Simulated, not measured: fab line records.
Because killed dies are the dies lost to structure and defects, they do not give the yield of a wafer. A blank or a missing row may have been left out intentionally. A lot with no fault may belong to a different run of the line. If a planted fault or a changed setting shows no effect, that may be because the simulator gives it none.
What tool caused it?	flow sky130	12 lots, 36 wafers sampled, at 3 steps of a route of 708

== WHAT THE GAUGES READ, wafer by wafer ==
SKY_VIA2_RS_MEAS_22: the measuring method here is four-point-probe.
lot	measured	on	VIA2_W_RS (ohm/sq)
L437	day 36 13:25	film metro-03	0.278 0.275 0.277
L438	day 36 21:59	film metro-01	0.271 0.274 0.273
L440	day 37 16:54	film metro-03	0.266 0.265 0.268
L442	day 38 19:43	film metro-02	0.269 0.272 0.270
L443	day 38 20:41	film metro-01	0.270 0.273 0.271
L444	day 39 13:17	film metro-01	0.272 0.273 0.272
L447	day 40 10:01	film metro-03	0.276 0.274 0.275
L452	day 41 10:28	film metro-02	0.273 0.271 0.276
L453	day 41 14:04	film metro-02	0.276 0.273 0.275
L454	day 42 00:07	film metro-03	0.273 0.276 0.276
L455	day 42 08:27	film metro-01	0.271 0.271 0.271
L458	day 43 16:52	film metro-01	0.276 0.274 0.275

SKY_CAPM_THK_MEAS_04: measures by xrf.
lot	measured	on	CAPM_TIN_THK (nm)
L437	day 36 14:22	film metro-03	201.8 203.6 204.7
L438	day 36 22:55	film metro-03	198.5 198.7 199.7
L440	day 37 17:52	film metro-04	204.0 201.6 200.0
L442	day 38 20:40	film metro-02	204.7 202.6 204.2
L443	day 38 21:38	film metro-02	203.5 198.5 203.2
L444	day 39 14:13	film metro-03	202.3 204.2 200.4
L447	day 40 10:58	film metro-02	205.5 202.9 204.6
L452	day 41 11:25	film metro-02	205.4 204.4 202.7
L453	day 41 15:01	film metro-02	203.4 207.9 204.5
L454	day 42 01:03	film metro-02	199.8 200.9 202.5
L455	day 42 09:24	film metro-04	206.2 206.6 204.0
L458	day 43 17:50	film metro-04	207.9 204.8 205.4

== TOOL THAT RAN EACH LOT (tool first, then ch and the chambers of the sampled wafers, then the start) ==
lot	SKY_METAL2_METAL_ETCH_19
L437	rie metal-03 ch 1, day 35 09:27
L438	rie metal-03 ch 1, day 35 16:57
L440	rie metal-03 ch 0,1, day 36 11:31
L442	rie metal-01 ch 0,1, day 37 15:35
L443	rie metal-02 ch 0,1, day 37 16:28
L444	rie metal-03 ch 0, day 38 09:50
L447	rie metal-01 ch 1, day 39 07:07
L452	rie metal-02 ch 0,1, day 40 07:52
L453	rie metal-02 ch 0,1, day 40 11:22
L454	rie metal-02 ch 0,1, day 40 22:38
L455	rie metal-02 ch 0,1, day 41 06:31
L458	rie metal-01 ch 0,1, day 42 15:43
- SKY_METAL2_METAL_ETCH_19: etches the open film in Cl2/BCl3, stops on SiO2, target depth 360 nm, time 78 s.

== WHAT THE TOOLS THEMSELVES READ (means of the sampled wafers that have a number; where no wafer has one, the mark that the record gives instead) ==
SKY_METAL2_METAL_ETCH_19.
lot	tool	bias w (W)	drypump motor current A (A)	oes product au (a.u.)	throttle valve pct (%)
L437	rie metal-03	48.67	5.44	0.850	22.271
L438	rie metal-03	48.52	5.40	0.853	22.265
L440	rie metal-03	48.57	5.42	0.857	22.269
L442	rie metal-01	48.54	5.35	0.855	22.266
L443	rie metal-02	48.32	5.61	0.855	22.266
L444	rie metal-03	48.43	5.43	0.847	22.261
L447	rie metal-01	48.50	5.10	0.863	22.261
L452	rie metal-02	48.32	5.70	0.862	22.267
L453	rie metal-02	48.56	5.62	0.856	22.259
L454	rie metal-02	48.50	5.61	0.857	22.260
L455	rie metal-02	48.45	5.61	0.854	22.266
L458	rie metal-01	48.58	5.37	0.853	22.265

== THE ANSWER, worked out from the rows above alone ==
Rule: what is usual is taken from the lots themselves. Put in order of their means at a reading, lots are off if they are a third of the lots or fewer, leave a main group of 4 or more, and stand apart from it by a gap of 3 or more times the standard deviation of the main group's means; of several such gaps the widest counts. A main group whose means are all the same, to the digits that the tables above print for the reading, isn't used. A lot without any number at a reading at which 4 lots or more have one is off too. The other lots that the step has rows for count as sound. The gauges are gone through in route order, then the tools' own readings, and for those a lot's mean is taken as printed above. At the first step where some lot is off, the reading lying furthest off is the one used; lots without a number count as furthest.
No lot is off on any of the readings shown, so nothing can be concluded from this.

== WHAT THE SIMULATOR HAD PUT IN ==
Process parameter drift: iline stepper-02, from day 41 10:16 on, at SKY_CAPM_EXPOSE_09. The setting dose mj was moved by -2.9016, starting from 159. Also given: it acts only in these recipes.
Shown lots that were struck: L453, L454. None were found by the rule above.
